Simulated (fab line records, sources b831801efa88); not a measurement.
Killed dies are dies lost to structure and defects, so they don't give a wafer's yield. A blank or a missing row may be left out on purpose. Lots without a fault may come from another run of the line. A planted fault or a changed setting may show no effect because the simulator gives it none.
fab line records | flow sky130
record lots=5 wafers=15 last_day=50
route steps=708 shown NWELL@56 PWDE@84 VT_ADJUST_HVTP@85 VT_ADJUST_LVTN@97
lots that met no fault: from a run of the same line without faults
start_h: hours from the record's first day to the start of the lot's first wafer shown | wait_h: hours since the lot's step before | " the same as in the row above | L1.1+2: a row that stands for several wafers | - no value, or no start given | * or withheld: withheld | < > ~ a bound
route shown NAME@n: a module of which the file shows steps, and the number in the route of the first | usual: mean/standard deviation of fault-free wafers | same: alike in all rows | chamber/n: place in a boat | sites: the reading at each site | _std_site: their standard deviation | _edge_site: outer sites' mean less inner sites' | radius_mm: how far each site lies from the wafer's centre | mask NAME#n: copy n | behind: the tool/chamber that last shaped the wafer | hold: why the lot was held/for how many hours/how that ended | device: the transistor (n, p or np) that didn't switch | end of line: the same wafers' tests at the end of the route | a step without rows: its recipe alone | killed: dies lost to structure and defects at the first sort, not the wafer's yield | map: a wafer's dies, x killed, . not, _ none there
set.NAME: the setting as run; set.NAME@STEP: as run at that earlier step | model.NAME: the simulator's own value behind a step, which no gauge read
lots at some steps of the route; a table a step, a row a wafer
services: from which hour (start_h, from the record's first day; less than 0 if before it) a tool's chamber was out of use, for how many hours, and why
## steps
# step SKY_NWELL_DEHYDRATE_03
# recipe temp_c=200 time_s=60
# same time_s=60
# columns lot.wafer tool chamber start_h wait_h
L074.3+5+6 litho_track-03 0 75.71 8.5
L078.1+2+6 litho_track-01 0 109.08 8.2
L082.1+4+5 litho_track-01 0 122.63 7.2
L087.3+5+6 litho_track-02 0 165.02 9.1
L090.1+3+6 litho_track-02 0 182.62 9.2
# step SKY_NWELL_HMDS_04
# recipe prime_time_s=60 prime_temp_c=120
# columns lot.wafer tool chamber start_h wait_h
L074.3+5+6 litho_track-03 0 75.86 0.1
L078.1+2+6 litho_track-01 0 109.23 0.1
L082.1+4+5 litho_track-01 0 122.78 0.1
L087.3+5+6 litho_track-02 0 165.17 0.1
L090.1+3+6 litho_track-02 0 182.77 0.1
# step SKY_NWELL_COAT_05
# recipe spin_rpm=2000 resist_thk_nm=3000
# columns lot.wafer tool chamber start_h wait_h
L074.3+5+6 litho_track-03 0 76.01 0.1
L078.1+2+6 litho_track-01 0 109.38 0.1
L082.1+4+5 litho_track-01 0 122.93 0.1
L087.3+5+6 litho_track-02 0 165.32 0.1
L090.1+3+6 litho_track-02 0 182.92 0.1
# step SKY_NWELL_SOFTBAKE_06
# recipe temp_c=110 time_s=withheld
# columns lot.wafer tool chamber start_h wait_h
L074.3+5+6 litho_track-03 0 76.17 0.1
L078.1+2+6 litho_track-01 0 109.53 0.1
L082.1+4+5 litho_track-01 0 123.08 0.1
L087.3+5+6 litho_track-02 0 165.49 0.1
L090.1+3+6 litho_track-02 0 183.07 0.1
# step SKY_NWELL_EXPOSE_07
# recipe mask_id=NWM na=0.6 source_shape=conventional sigma_outer=0.6 polarization=unpolarized target_cd_nm=840 dose_mj=255
# usual reticle_temp_C=22.97/0.095 stage_vel_mm_s=500.02/0.25
# columns lot.wafer tool chamber start_h wait_h mask reticle_temp_C stage_vel_mm_s
L074.3 iline_stepper-02 0 - - NWM#0 22.98 500.35
L074.5 " 0 " " NWM#0 22.99 500.53
L074.6 " 0 " " NWM#0 22.89 500.27
L078.1 iline_stepper-02 0 - - NWM#0 23.08 500.30
L078.2 " 0 " " NWM#0 22.96 500.17
L078.6 " 0 " " NWM#0 23.00 500.10
L082.1 iline_stepper-01 0 - - NWM#0 23.00 500.07
L082.4 " 0 " " NWM#0 22.79 499.98
L082.5 " 0 " " NWM#0 22.88 499.86
L087.3 iline_stepper-02 0 - - NWM#0 23.14 500.28
L087.5 " 0 " " NWM#0 23.06 499.82
L087.6 " 0 " " NWM#0 23.02 499.79
L090.1 iline_stepper-01 0 - - NWM#0 23.05 500.19
L090.3 " 0 " " NWM#0 23.12 499.67
L090.6 " 0 " " NWM#0 22.98 499.58
# step SKY_NWELL_PEB_08
# recipe temp_c=115 time_s=withheld
# columns lot.wafer tool chamber start_h wait_h
L074.3+5+6 litho_track-02 0 - -
L078.1+2+6 litho_track-01 0 - -
L082.1+4+5 litho_track-01 0 - -
L087.3+5+6 litho_track-03 0 - -
L090.1+3+6 litho_track-02 0 - -
# step SKY_NWELL_DEVELOP_09
# recipe wall_angle_deg=90 developer=TMAH develop_time_s=60 dev_temp_c=23
# same develop_time_s=60
# columns lot.wafer tool chamber start_h wait_h
L074.3+5+6 litho_track-02 0 - -
L078.1+2+6 litho_track-01 0 - -
L082.1+4+5 litho_track-01 0 - -
L087.3+5+6 litho_track-03 0 - -
L090.1+3+6 litho_track-02 0 - -
# step SKY_NWELL_OVL_MEAS_10
# usual NWELL_00_OVL=-0.6/1.2
# columns lot.wafer tool chamber start_h wait_h NWELL_00_OVL[nm]
L074.3 overlay-01 - 84.83 - -0.9
L074.5 " - " " -2.3
L074.6 " - " " 0.3
L078.1 overlay-01 - 118.73 - 0.6
L078.2 " - " " -1.0
L078.6 " - " " 1.0
L082.1 overlay-01 - 132.88 - -1.4
L082.4 " - " " -1.0
L082.5 " - " " -1.6
L087.3 overlay-02 - 176.32 - 0.4
L087.5 " - " " -0.6
L087.6 " - " " -2.2
L090.1 overlay-01 - 194.02 - -1.0
L090.3 " - " " -1.1
L090.6 " - " " 0.4
# step SKY_NWELL_IMPLANT_11
# recipe species=P energy_kev=400 dose_cm2=1.9e+13 tilt_deg=withheld
# columns lot.wafer tool chamber start_h wait_h
L074.3+5+6 implanter-01 0 84.91 0.1
L078.1+2+6 implanter-01 0 118.76 0.0
L082.1+4+5 implanter-01 0 132.91 0.0
L087.3+5+6 implanter-01 0 176.39 0.1
L090.1+3+6 implanter-04 0 194.06 0.0
# step SKY_NWELL_IMPLANT_12
# recipe species=P energy_kev=120 dose_cm2=1.3e+12 tilt_deg=withheld
# columns lot.wafer tool chamber start_h wait_h
L074.3+5+6 implanter-01 0 85.06 0.1
L078.1+2+6 implanter-01 0 118.91 0.1
L082.1+4+5 implanter-01 0 133.06 0.1
L087.3+5+6 implanter-01 0 176.54 0.1
L090.1+3+6 implanter-04 0 194.21 0.1
# step SKY_NWELL_IMPLANT_13
# recipe species=P energy_kev=50 dose_cm2=7e+11 tilt_deg=withheld
# columns lot.wafer tool chamber start_h wait_h
L074.3+5+6 implanter-01 0 85.21 0.1
L078.1+2+6 implanter-01 0 119.06 0.1
L082.1+4+5 implanter-01 0 133.21 0.1
L087.3+5+6 implanter-01 0 176.69 0.1
L090.1+3+6 implanter-04 0 194.36 0.1
# step SKY_NWELL_STRIP_14
# recipe chemistry=O2/N2 power_w=1400 pressure_mtorr=1500 platen_temp_c=withheld o2_flow_sccm=3000 n2_flow_sccm=300 overash_fraction=0.5
# usual drypump_motor_current_A=5.6/0.55 n2_flow_sccm=300.1/0.86 oes_product_au=0.723/0.0039 strip_time_to_endpoint_s=36.92/0.12
# columns lot.wafer tool chamber start_h wait_h drypump_motor_current_A n2_flow_sccm oes_product_au rf_hours_counter_h strip_time_to_endpoint_s
L074.3 plasma_asher-03 1 85.34 0.1 5.8 299.7 0.725 - 36.92
L074.5 " 1 " " 5.8 300.3 0.729 - 37.00
L074.6 " 0 " " 6.4 299.0 0.722 - 36.90
L078.1 plasma_asher-04 0 119.21 0.1 5.2 300.9 0.722 44 36.58
L078.2 " 1 " " 4.9 300.8 0.716 44 36.71
L078.6 " 1 " " 4.9 300.1 0.726 - 36.71
L082.1 plasma_asher-03 0 133.36 0.1 6.3 298.8 0.721 43 36.80
L082.4 " 0 " " 6.3 299.7 0.721 - 36.90
L082.5 " 1 " " 5.8 299.9 0.727 - 36.84
L087.3 plasma_asher-03 0 176.82 0.1 6.3 298.5 0.723 - 37.11
L087.5 " 0 " " 6.4 298.4 0.723 - 37.03
L087.6 " 1 " " 5.8 299.9 0.720 - 37.10
L090.1 plasma_asher-03 1 194.51 0.1 5.8 300.0 0.728 49 36.97
L090.3 " 0 " " 6.3 300.4 0.716 - 36.88
L090.6 " 1 " " 5.8 299.6 0.721 - 36.95
# step SKY_NWELL_TW_MEAS_15
# usual NWELL_TW=1820/15
# columns lot.wafer tool chamber start_h wait_h NWELL_TW
L074.3 film_metro-02 - 85.43 0.1 1797
L074.5 " - " " 1799
L074.6 " - " " 1810
L078.1 film_metro-02 - 119.31 0.1 1815
L078.2 " - " " 1808
L078.6 " - " " 1818
L082.1 film_metro-03 - 133.46 0.1 1829
L082.4 " - " " 1826
L082.5 " - " " 1832
L087.3 film_metro-04 - 176.91 0.1 1828
L087.5 " - " " 1832
L087.6 " - " " 1827
L090.1 film_metro-04 - 194.61 0.1 1826
L090.3 " - " " 1817
L090.6 " - " " 1827
# step SKY_NWELL_DEHYDRATE_16
# recipe temp_c=200 time_s=60
# same time_s=60
# columns lot.wafer tool chamber start_h wait_h
L074.3+5+6 litho_track-02 0 94.72 9.3
L078.1+2+6 litho_track-01 0 126.78 7.5
L082.1+4+5 litho_track-02 0 141.17 7.7
L087.3+5+6 litho_track-02 0 186.77 9.9
L090.1+3+6 litho_track-03 0 204.25 9.6
# step SKY_NWELL_HMDS_17
# recipe prime_time_s=60 prime_temp_c=120
# columns lot.wafer tool chamber start_h wait_h
L074.3+5+6 litho_track-02 0 94.87 0.1
L078.1+2+6 litho_track-01 0 126.93 0.1
L082.1+4+5 litho_track-02 0 141.32 0.1
L087.3+5+6 litho_track-02 0 186.92 0.1
L090.1+3+6 litho_track-03 0 204.40 0.1
# step SKY_NWELL_COAT_18
# recipe spin_rpm=2000 resist_thk_nm=3000
# columns lot.wafer tool chamber start_h wait_h
L074.3+5+6 litho_track-02 0 95.02 0.1
L078.1+2+6 litho_track-01 0 127.08 0.1
L082.1+4+5 litho_track-02 0 141.47 0.1
L087.3+5+6 litho_track-02 0 187.07 0.1
L090.1+3+6 litho_track-03 0 204.55 0.1
# step SKY_NWELL_SOFTBAKE_19
# recipe temp_c=110 time_s=withheld
# columns lot.wafer tool chamber start_h wait_h
L074.3+5+6 litho_track-02 0 95.19 0.1
L078.1+2+6 litho_track-01 0 127.23 0.1
L082.1+4+5 litho_track-02 0 141.62 0.1
L087.3+5+6 litho_track-02 0 187.24 0.1
L090.1+3+6 litho_track-03 0 204.70 0.1
# step SKY_NWELL_EXPOSE_20
# recipe mask_id=NWM_COMPLEMENT na=0.6 source_shape=conventional sigma_outer=0.6 polarization=unpolarized target_cd_nm=840 dose_mj=260
# usual reticle_temp_C=23.01/0.12 stage_vel_mm_s=499.99/0.24
# columns lot.wafer tool chamber start_h wait_h mask reticle_temp_C stage_vel_mm_s
L074.3 iline_stepper-02 0 - - NWM_COMPLEMENT#0 23.05 500.21
L074.5 " 0 " " NWM_COMPLEMENT#0 23.17 499.95
L074.6 " 0 " " NWM_COMPLEMENT#0 23.02 499.67
L078.1 iline_stepper-01 0 - - NWM_COMPLEMENT#0 22.94 500.22
L078.2 " 0 " " NWM_COMPLEMENT#0 22.86 500.03
L078.6 " 0 " " NWM_COMPLEMENT#0 22.88 499.72
L082.1 iline_stepper-01 0 - - NWM_COMPLEMENT#0 23.17 500.14
L082.4 " 0 " " NWM_COMPLEMENT#0 23.12 499.81
L082.5 " 0 " " NWM_COMPLEMENT#0 23.24 499.88
L087.3 iline_stepper-02 0 - - NWM_COMPLEMENT#0 22.95 499.97
L087.5 " 0 " " NWM_COMPLEMENT#0 23.10 500.45
L087.6 " 0 " " NWM_COMPLEMENT#0 23.16 499.80
L090.1 iline_stepper-01 0 - - NWM_COMPLEMENT#0 23.06 499.57
L090.3 " 0 " " NWM_COMPLEMENT#0 23.02 499.98
L090.6 " 0 " " NWM_COMPLEMENT#0 23.13 499.44
# step SKY_NWELL_PEB_21
# recipe temp_c=115 time_s=withheld
# columns lot.wafer tool chamber start_h wait_h
L074.3+5+6 litho_track-02 0 - -
L078.1+2+6 litho_track-01 0 - -
L082.1+4+5 litho_track-01 0 - -
L087.3+5+6 litho_track-02 0 - -
L090.1+3+6 litho_track-01 0 - -
# step SKY_NWELL_DEVELOP_22
# recipe wall_angle_deg=90 developer=TMAH develop_time_s=60 dev_temp_c=23
# same develop_time_s=60
# columns lot.wafer tool chamber start_h wait_h
L074.3+5+6 litho_track-02 0 - -
L078.1+2+6 litho_track-01 0 - -
L082.1+4+5 litho_track-01 0 - -
L087.3+5+6 litho_track-02 0 - -
L090.1+3+6 litho_track-01 0 - -
# step SKY_NWELL_OVL_MEAS_23
# usual NWELL_01_OVL=-0.3/1.4
# columns lot.wafer tool chamber start_h wait_h NWELL_01_OVL[nm]
L074.3 overlay-02 - 103.03 - 2.5
L074.5 " - " " -0.3
L074.6 " - " " 1.4
L078.1 overlay-02 - 136.98 - -2.7
L078.2 " - " " -1.3
L078.6 " - " " -0.7
L082.1 overlay-01 - 150.88 - -1.0
L082.4 " - " " 0.8
L082.5 " - " " -1.1
L087.3 overlay-01 - 197.83 - 0.9
L087.5 " - " " 1.0
L087.6 " - " " 2.1
L090.1 overlay-02 - 215.68 - -0.9
L090.3 " - " " 0.4
L090.6 " - " " -0.2
# step SKY_NWELL_IMPLANT_24
# recipe species=B energy_kev=140 dose_cm2=9.2e+12 tilt_deg=withheld
# columns lot.wafer tool chamber start_h wait_h
L074.3+5+6 implanter-03 0 103.11 0.1
L078.1+2+6 implanter-04 0 137.01 0.0
L082.1+4+5 implanter-03 0 150.91 0.0
L087.3+5+6 implanter-03 0 197.91 0.1
L090.1+3+6 implanter-01 0 215.71 0.0
# step SKY_NWELL_STRIP_25
# recipe chemistry=O2/N2 power_w=1400 pressure_mtorr=1500 platen_temp_c=withheld o2_flow_sccm=3000 n2_flow_sccm=300 overash_fraction=0.5
# usual drypump_motor_current_A=5.5/0.54 n2_flow_sccm=300.0/0.93 oes_product_au=0.722/0.0045 strip_time_to_endpoint_s=36.90/0.1
# columns lot.wafer tool chamber start_h wait_h drypump_motor_current_A n2_flow_sccm oes_product_au rf_hours_counter_h strip_time_to_endpoint_s
L074.3 plasma_asher-04 1 103.24 0.1 4.9 299.9 0.724 - 36.95
L074.5 " 1 " " 4.9 299.3 0.721 - 37.05
L074.6 " 0 " " 5.2 298.8 0.727 - 36.95
L078.1 plasma_asher-03 1 137.16 0.1 5.8 300.4 0.723 43 37.12
L078.2 " 0 " " 6.3 300.9 0.728 43 37.14
L078.6 " 0 " " 6.3 302.0 0.721 - 37.12
L082.1 plasma_asher-04 1 151.06 0.1 4.9 299.3 0.720 47 37.06
L082.4 " 0 " " 5.2 299.2 0.722 - 36.98
L082.5 " 0 " " 5.2 300.4 0.724 - 37.02
L087.3 plasma_asher-04 0 198.04 0.1 5.2 300.0 0.716 - 36.81
L087.5 " 0 " " 5.2 299.6 0.729 - 36.74
L087.6 " 1 " " 4.9 298.2 0.721 - 36.83
L090.1 plasma_asher-04 0 215.86 0.1 5.2 301.1 0.722 54 36.98
L090.3 " 0 " " 5.2 300.2 0.723 - 36.83
L090.6 " 0 " " 5.2 301.1 0.721 - 36.78
# step SKY_NWELL_TW_MEAS_26
# usual NWELL_2_TW=496/3.9
# columns lot.wafer tool chamber start_h wait_h NWELL_2_TW
L074.3 film_metro-02 - 103.33 0.1 497
L074.5 " - " " 495
L074.6 " - " " 494
L078.1 film_metro-03 - 137.26 0.1 497
L078.2 " - " " 498
L078.6 " - " " 498
L082.1 film_metro-04 - 151.16 0.1 497
L082.4 " - " " 500
L082.5 " - " " 498
L087.3 film_metro-04 - 198.13 0.1 498
L087.5 " - " " 496
L087.6 " - " " 497
L090.1 film_metro-02 - 215.96 0.1 491
L090.3 " - " " 491
L090.6 " - " " 491
# step SKY_NWELL_CLEAN_27
# recipe chemistry=SC1/SC2 mix=1:4:20 temp_c=70 time_s=150 dry=n2_spin
# usual temp_c=70.00/0.12
# same time_s=150
# columns lot.wafer tool chamber start_h wait_h temp_c
L074.3 wet_bench-01 3 103.37 0.0 70.06
L074.5 " 3 " " 69.87
L074.6 " 3 " " 70.03
L078.1 wet_bench-02 0 137.32 0.1 69.90
L078.2 " 0 " " 70.04
L078.6 " 0 " " 69.97
L082.1 wet_bench-02 0 151.22 0.1 69.89
L082.4 " 0 " " 70.07
L082.5 " 0 " " 69.91
L087.3 wet_bench-02 3 198.17 0.0 70.08
L087.5 " 3 " " 69.84
L087.6 " 3 " " 70.07
L090.1 wet_bench-01 2 216.02 0.1 69.90
L090.3 " 2 " " 69.97
L090.6 " 2 " " 69.91
# step SKY_NWELL_RTA_28
# recipe temp_c=1050 time_s=30 idle_temp_c=650 ramp_up_c_per_s=150 ramp_down_c_per_s=90 ambient=N2
# usual lamp_power_pct=25.30/0.053 ramp_up_c_per_s=150.00/0.027 wafer_temp_C_max=1054.7/0.89
# same time_s=30
# columns lot.wafer tool chamber start_h wait_h lamp_power_pct ramp_up_c_per_s wafer_temp_C_max
L074.3 rtp_anneal-02 0 103.46 0.0 25.40 149.99 1054.1
L074.5 " 0 " " 25.32 150.02 1057.5
L074.6 " 0 " " 25.43 150.03 1054.3
L078.1 rtp_anneal-02 0 137.37 0.0 25.21 150.01 1053.3
L078.2 " 0 " " 25.25 150.04 1054.1
L078.6 " 0 " " 25.28 150.00 1052.7
L082.1 rtp_anneal-01 0 151.28 0.0 25.39 150.05 1054.5
L082.4 " 0 " " 25.36 149.97 1054.2
L082.5 " 0 " " 25.30 150.06 1054.1
L087.3 rtp_anneal-02 0 198.25 0.0 25.34 150.05 1054.7
L087.5 " 0 " " 25.19 149.98 1055.1
L087.6 " 0 " " 25.39 149.99 1054.7
L090.1 rtp_anneal-01 0 216.07 0.0 25.34 149.99 1053.3
L090.3 " 0 " " 25.25 150.02 1054.5
L090.6 " 0 " " 25.29 149.99 1055.1
# step SKY_NWELL_RS_MEAS_29
# recipe thk_meas_gauge=four-point-probe
# usual NWELL_RS=624.4/1.8
# columns lot.wafer tool chamber start_h wait_h NWELL_RS[ohm/sq]
L074.3 film_metro-03 - 103.56 0.1 624.1
L074.5 " - " " 625.5
L074.6 " - " " 623.9
L078.1 film_metro-04 - 137.47 0.1 623.1
L078.2 " - " " 623.2
L078.6 " - " " 624.4
L082.1 film_metro-04 - 151.38 0.1 626.8
L082.4 " - " " 625.3
L082.5 " - " " 625.5
L087.3 film_metro-03 - 198.36 0.1 623.5
L087.5 " - " " 622.5
L087.6 " - " " 623.3
L090.1 film_metro-04 - 216.17 0.1 627.7
L090.3 " - " " 626.0
L090.6 " - " " 628.1
# step SKY_NWELL_RS_MEAS_31
# recipe thk_meas_gauge=four-point-probe
# usual PWDE_RS=5277/15
# columns lot.wafer tool chamber start_h wait_h PWDE_RS[ohm/sq]
L074.3 film_metro-03 - 103.80 0.1 5286
L074.5 " - " " 5263
L074.6 " - " " 5266
L078.1 film_metro-04 - 137.71 0.1 5291
L078.2 " - " " 5285
L078.6 " - " " 5286
L082.1 film_metro-04 - 151.62 0.1 5270
L082.4 " - " " 5285
L082.5 " - " " 5268
L087.3 film_metro-03 - 198.60 0.1 5297
L087.5 " - " " 5276
L087.6 " - " " 5285
L090.1 film_metro-04 - 216.41 0.1 5268
L090.3 " - " " 5270
L090.6 " - " " 5276
# step SKY_VT_ADJUST_HVTP_DEHYDRATE_00
# recipe temp_c=200 time_s=60
# same time_s=60
# columns lot.wafer tool chamber start_h wait_h
L074.3+5+6 litho_track-01 0 112.83 9.0
L078.1+2+6 litho_track-04 0 145.69 8.0
L082.1+4+5 litho_track-02 0 160.12 8.5
L087.3+5+6 litho_track-04 0 208.74 10.1
L090.1+3+6 litho_track-04 0 226.94 10.5
# step SKY_VT_ADJUST_HVTP_HMDS_01
# recipe prime_time_s=60 prime_temp_c=120
# columns lot.wafer tool chamber start_h wait_h
L074.3+5+6 litho_track-01 0 112.98 0.1
L078.1+2+6 litho_track-04 0 145.84 0.1
L082.1+4+5 litho_track-02 0 160.27 0.1
L087.3+5+6 litho_track-04 0 208.89 0.1
L090.1+3+6 litho_track-04 0 227.09 0.1
# step SKY_VT_ADJUST_HVTP_COAT_02
# recipe resist=NOVOLAK spin_rpm=3000 resist_thk_nm=1140
# columns lot.wafer tool chamber start_h wait_h
L074.3+5+6 litho_track-01 0 113.13 0.1
L078.1+2+6 litho_track-04 0 145.99 0.1
L082.1+4+5 litho_track-02 0 160.42 0.1
L087.3+5+6 litho_track-04 0 209.04 0.1
L090.1+3+6 litho_track-04 0 227.24 0.1
# step SKY_VT_ADJUST_HVTP_SOFTBAKE_03
# recipe temp_c=90 time_s=60 resist=NOVOLAK
# same time_s=60
# columns lot.wafer tool chamber start_h wait_h
L074.3+5+6 litho_track-01 0 113.28 0.1
L078.1+2+6 litho_track-04 0 146.14 0.1
L082.1+4+5 litho_track-02 0 160.57 0.1
L087.3+5+6 litho_track-04 0 209.19 0.1
L090.1+3+6 litho_track-04 0 227.39 0.1
# step SKY_VT_ADJUST_HVTP_EXPOSE_04
# recipe mask_id=HVTPM na=0.6 source_shape=conventional sigma_outer=0.6 polarization=unpolarized target_cd_nm=380 dose_mj=140
# usual reticle_temp_C=23.00/0.11 stage_vel_mm_s=499.94/0.27
# columns lot.wafer tool chamber start_h wait_h mask reticle_temp_C stage_vel_mm_s
L074.3 iline_stepper-02 0 - - HVTPM#0 22.91 500.10
L074.5 " 0 " " HVTPM#0 22.76 500.22
L074.6 " 0 " " HVTPM#0 22.97 499.84
L078.1 iline_stepper-02 0 - - HVTPM#0 23.18 499.53
L078.2 " 0 " " HVTPM#0 23.10 499.87
L078.6 " 0 " " HVTPM#0 23.01 499.96
L082.1 iline_stepper-02 0 - - HVTPM#0 23.05 499.67
L082.4 " 0 " " HVTPM#0 23.17 499.51
L082.5 " 0 " " HVTPM#0 23.02 499.52
L087.3 iline_stepper-02 0 - - HVTPM#0 22.86 500.67
L087.5 " 0 " " HVTPM#0 23.01 500.43
L087.6 " 0 " " HVTPM#0 22.91 500.19
L090.1 iline_stepper-02 0 - - HVTPM#0 22.82 499.88
L090.3 " 0 " " HVTPM#0 22.81 499.72
L090.6 " 0 " " HVTPM#0 22.91 499.93
# step SKY_VT_ADJUST_HVTP_PEB_05
# recipe temp_c=withheld time_s=* resist=NOVOLAK
# same time_s=*
# columns lot.wafer tool chamber start_h wait_h
L074.3+5+6 litho_track-02 0 - -
L078.1+2+6 litho_track-04 0 - -
L082.1+4+5 litho_track-02 0 - -
L087.3+5+6 litho_track-04 0 - -
L090.1+3+6 litho_track-01 0 - -
# step SKY_VT_ADJUST_HVTP_DEVELOP_06
# recipe resist=NOVOLAK developer=TMAH develop_time_s=60 dev_temp_c=23
# same develop_time_s=60
# columns lot.wafer tool chamber start_h wait_h
L074.3+5+6 litho_track-02 0 121.17 0.1
L078.1+2+6 litho_track-04 0 155.49 0.1
L082.1+4+5 litho_track-02 0 171.77 0.1
L087.3+5+6 litho_track-04 0 219.89 0.1
L090.1+3+6 litho_track-01 0 238.13 0.1
# step SKY_VT_ADJUST_HVTP_CD_MEAS_07
# recipe target_cd_nm=380
# usual cd_nm=380.1/2.8
# columns lot.wafer tool chamber start_h wait_h cd_nm
L074.3 cd_sem-01 - 121.31 0.1 379.8
L074.5 " - " " 378.1
L074.6 " - " " 378.5
L078.1 cd_sem-01 - 155.64 0.1 378.1
L078.2 " - " " 381.0
L078.6 " - " " 380.2
L082.1 cd_sem-02 - 171.92 0.1 379.3
L082.4 " - " " 381.2
L082.5 " - " " 380.8
L087.3 cd_sem-02 - 220.03 0.1 379.2
L087.5 " - " " 380.5
L087.6 " - " " 377.9
L090.1 cd_sem-02 - 238.28 0.1 383.0
L090.3 " - " " 381.6
L090.6 " - " " 382.1
# step SKY_VT_ADJUST_HVTP_OVL_MEAS_08
# usual VT_ADJUST_HVTP_OVL=0.5/1.3
# columns lot.wafer tool chamber start_h wait_h VT_ADJUST_HVTP_OVL[nm]
L074.3 overlay-01 - 121.40 0.1 1.7
L074.5 " - " " -0.2
L074.6 " - " " -0.8
L078.1 overlay-01 - 155.76 0.1 0.5
L078.2 " - " " 0.9
L078.6 " - " " 0.0
L082.1 overlay-02 - 172.04 0.1 0.3
L082.4 " - " " -0.1
L082.5 " - " " 0.7
L087.3 overlay-02 - 220.12 0.1 1.4
L087.5 " - " " -0.4
L087.6 " - " " 1.3
L090.1 overlay-02 - 238.40 0.1 0.5
L090.3 " - " " -1.0
L090.6 " - " " 0.0
# step SKY_VT_ADJUST_HVTP_IMPLANT_09
# recipe species=As energy_kev=150 dose_cm2=4.3e+12 tilt_deg=withheld
# columns lot.wafer tool chamber start_h wait_h
L074.3+5+6 implanter-01 0 121.48 0.1
L078.1+2+6 implanter-01 0 155.79 0.0
L082.1+4+5 implanter-03 0 172.08 0.0
L087.3+5+6 implanter-03 0 220.19 0.1
L090.1+3+6 implanter-01 0 238.43 0.0
# step SKY_VT_ADJUST_HVTP_STRIP_10
# recipe chemistry=O2/N2 power_w=1400 pressure_mtorr=1500 platen_temp_c=withheld o2_flow_sccm=3000 n2_flow_sccm=300 overash_fraction=0.5
# usual drypump_motor_current_A=5.5/0.54 n2_flow_sccm=300.0/0.88 oes_product_au=0.716/0.0041 strip_time_to_endpoint_s=14.18/0.04
# columns lot.wafer tool chamber start_h wait_h drypump_motor_current_A n2_flow_sccm oes_product_au rf_hours_counter_h strip_time_to_endpoint_s
L074.3 plasma_asher-03 0 121.61 0.1 6.3 300.1 0.721 - 14.23
L074.5 " 0 " " 6.3 298.2 0.707 - 14.19
L074.6 " 1 " " 5.8 299.7 0.719 - 14.25
L078.1 plasma_asher-03 0 155.94 0.1 6.4 300.9 0.713 45 14.17
L078.2 " 1 " " 5.8 300.8 0.715 45 14.10
L078.6 " 1 " " 5.8 299.1 0.711 - 14.16
L082.1 plasma_asher-03 0 172.23 0.1 6.4 301.1 0.720 47 14.17
L082.4 " 0 " " 6.4 300.6 0.720 - 14.20
L082.5 " 1 " " 5.8 301.6 0.717 - 14.21
L087.3 plasma_asher-04 1 220.33 0.1 4.9 299.6 0.715 - 14.18
L087.5 " 0 " " 5.2 299.7 0.707 - 14.15
L087.6 " 1 " " 4.8 299.7 0.714 - 14.18
L090.1 plasma_asher-04 1 238.58 0.1 4.9 302.4 0.725 56 14.20
L090.3 " 1 " " 4.9 301.9 0.717 - 14.19
L090.6 " 1 " " 4.9 301.5 0.720 - 14.19
# step SKY_VT_ADJUST_HVTP_TW_MEAS_11
# usual VT_ADJUST_HVTP_TW=1352/8.9
# columns lot.wafer tool chamber start_h wait_h VT_ADJUST_HVTP_TW
L074.3 film_metro-01 - 121.70 0.1 1348
L074.5 " - " " 1348
L074.6 " - " " 1344
L078.1 film_metro-01 - 156.04 0.1 1350
L078.2 " - " " 1350
L078.6 " - " " 1356
L082.1 film_metro-04 - 172.33 0.1 1363
L082.4 " - " " 1361
L082.5 " - " " 1361
L087.3 film_metro-04 - 220.41 0.1 1356
L087.5 " - " " 1364
L087.6 " - " " 1371
L090.1 film_metro-01 - 238.68 0.1 1351
L090.3 " - " " 1349
L090.6 " - " " 1354
# step SKY_VT_ADJUST_LVTN_DEHYDRATE_00
# recipe temp_c=200 time_s=60
# same time_s=60
# columns lot.wafer tool chamber start_h wait_h
L074.3+5+6 litho_track-02 0 130.22 8.5
L078.1+2+6 litho_track-03 0 165.35 9.3
L082.1+4+5 litho_track-04 0 181.59 9.2
L087.3+5+6 litho_track-04 0 230.99 10.6
L090.1+3+6 litho_track-04 0 249.54 10.8
# step SKY_VT_ADJUST_LVTN_HMDS_01
# recipe prime_time_s=60 prime_temp_c=120
# columns lot.wafer tool chamber start_h wait_h
L074.3+5+6 litho_track-02 0 130.37 0.1
L078.1+2+6 litho_track-03 0 165.50 0.1
L082.1+4+5 litho_track-04 0 181.74 0.1
L087.3+5+6 litho_track-04 0 231.14 0.1
L090.1+3+6 litho_track-04 0 249.69 0.1
# step SKY_VT_ADJUST_LVTN_COAT_02
# recipe spin_rpm=2000 resist_thk_nm=3000
# columns lot.wafer tool chamber start_h wait_h
L074.3+5+6 litho_track-02 0 130.52 0.1
L078.1+2+6 litho_track-03 0 165.65 0.1
L082.1+4+5 litho_track-04 0 181.89 0.1
L087.3+5+6 litho_track-04 0 231.29 0.1
L090.1+3+6 litho_track-04 0 249.84 0.1
# step SKY_VT_ADJUST_LVTN_SOFTBAKE_03
# recipe temp_c=110 time_s=withheld
# columns lot.wafer tool chamber start_h wait_h
L074.3+5+6 litho_track-02 0 130.69 0.1
L078.1+2+6 litho_track-03 0 165.80 0.1
L082.1+4+5 litho_track-04 0 182.04 0.1
L087.3+5+6 litho_track-04 0 231.45 0.1
L090.1+3+6 litho_track-04 0 249.99 0.1
## services
# columns tool chamber start_h hours kind
litho_track-02 - 69.45 - consumable_replace:filter
iline_stepper-02 - 77.08 0.6 repair
implanter-01 - 85.88 0.9 repair
implanter-03 - 123.27 5.1 repair
iline_stepper-02 - 140.21 2.1 pm
implanter-03 - 141.47 2.1 repair
plasma_asher-04 - 154.32 3.3 repair
iline_stepper-01 - 164.44 15.0 repair
implanter-04 - 174.49 5.6 pm
implanter-04 - 182.99 5.7 repair
implanter-04 - 185.94 1.0 repair
implanter-01 - 187.03 7.5 pm
implanter-04 - 190.07 1.7 repair
implanter-01 - 194.48 3.1 pm
rtp_anneal-01 - 207.97 0.8 pm
implanter-04 - 208.75 2.8 repair
implanter-04 - 215.03 2.5 repair
iline_stepper-02 - 218.76 1.7 pm
rtp_anneal-02 - 221.62 5.8 pm
implanter-04 - 228.86 5.2 repair
plasma_asher-04 - 231.91 2.8 repair
plasma_asher-03 - 232.14 2.8 pm
implanter-04 - 233.69 3.2 repair
iline_stepper-01 - 245.44 1.7 pm
## key
fault none
